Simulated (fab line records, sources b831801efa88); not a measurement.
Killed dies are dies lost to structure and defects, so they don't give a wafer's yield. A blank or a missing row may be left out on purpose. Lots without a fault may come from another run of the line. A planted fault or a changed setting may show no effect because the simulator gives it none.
A struck lot beside a sound one | flow sky130 | 15 steps out of a route of 708
Sound: wafers L939.1, L939.2, L939.6. Struck: wafers L943.3, L943.4, L943.5. The cause comes at the end.
At each step with rows: each side's tool, then ch and its chambers, then its first start. Under that, the readings that differ: sound wafers | struck wafers | difference of the means | sigmas: that difference in standard deviations of wafers without a fault.
alike: readings whose means differ by less than 2 such deviations, and words and numbers that are the same on both sides. not compared: withheld readings, readings that some wafer has no value for, bounds like >300 that may hide the same value, and numbers for which the record gives no deviation and whose values overlap.
The two part at a step that has a row with sigmas, a row that says differs or no value, or rows on one side only. Numbers that don't overlap but have no deviation are shown without sigmas and don't part them. A reading that every wafer of one side lacks parts them only if that side has two wafers or more.

first, 4 steps without rows for these wafers: SKY_LDD_N_IMPLANT_12; SKY_LDD_N_IMPLANT_13; SKY_LDD_N_IMPLANT_14; SKY_LDD_N_IMPLANT_15.
SKY_LDD_N_STRIP_16: strips in O2/N2.
  sound on plasma_asher-03 ch 0,1, day 21 11:48; struck on plasma_asher-04 ch 0,1, day 22 09:43
  alike: drypump_motor_current_A, n2_flow_sccm, oes_product_au, strip_time_to_endpoint_s
  not compared: rf_hours_counter_h
SKY_LDD_N_TW_MEAS_17:
  sound on film_metro-04, day 21 11:54; struck on film_metro-01, day 22 09:48
  alike: LDD_N_TW
then, 3 steps without rows for these wafers: SKY_LDD_P_DEHYDRATE_00 (time 60 s); SKY_LDD_P_HMDS_01 (prime time 60 s); SKY_LDD_P_COAT_02 (resist thk 1140 nm).
SKY_LDD_P_SOFTBAKE_03: time 62.37 s.
  sound on litho_track-01 ch 0, day 22 02:52; struck on litho_track-01 ch 0, day 23 00:43
  alike: plate_sensor_t_centre_C, plate_sensor_t_edge_C
then, 2 steps without rows for these wafers: SKY_LDD_P_EXPOSE_04 (exposes mask PSDM, target cd 380 nm); SKY_LDD_P_PEB_05.
SKY_LDD_P_DEVELOP_06: develop time 60 s.
  sound on litho_track-03 ch 0, day 22 18:01; struck on litho_track-04 ch 0, day 23 16:05
  reading              | sound             | struck            | difference | sigmas
  developer_temp_C (C) | 22.88 23.04 22.87 | 22.32 22.28 22.34 | -0.62      | -6
SKY_LDD_P_CD_MEAS_07: target cd 380 nm.
  sound on cd_sem-02, day 22 18:10; struck on cd_sem-01, day 23 16:13
  alike: cd_nm
-- the record jumps here: 25 days lie between the struck wafers' starts before and after (it left off in module LDD_P and takes up again in module PAD_OPEN, whose first step shown is number 708 of the route) --
SKY_PAD_OPEN_PROBE_99:
  sound on prober-02, day 48 07:27; struck on prober-01, day 48 19:40
  alike: killed_at_M0_to_M3, killed_at_M4_up, killed_at_contacts, killed_at_front_end, killed_at_other, killed_dies, killed_open, killed_short

WHERE THEY PART
Only at SKY_LDD_P_DEVELOP_06, within this record. Later steps at which nothing parts them and some readings are alike: SKY_LDD_P_CD_MEAS_07, SKY_PAD_OPEN_PROBE_99.

WHY: what the simulator had put in
Process parameter drift: litho_track-04, from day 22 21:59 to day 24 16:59, at SKY_LDD_P_DEVELOP_06. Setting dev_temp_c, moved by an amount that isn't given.
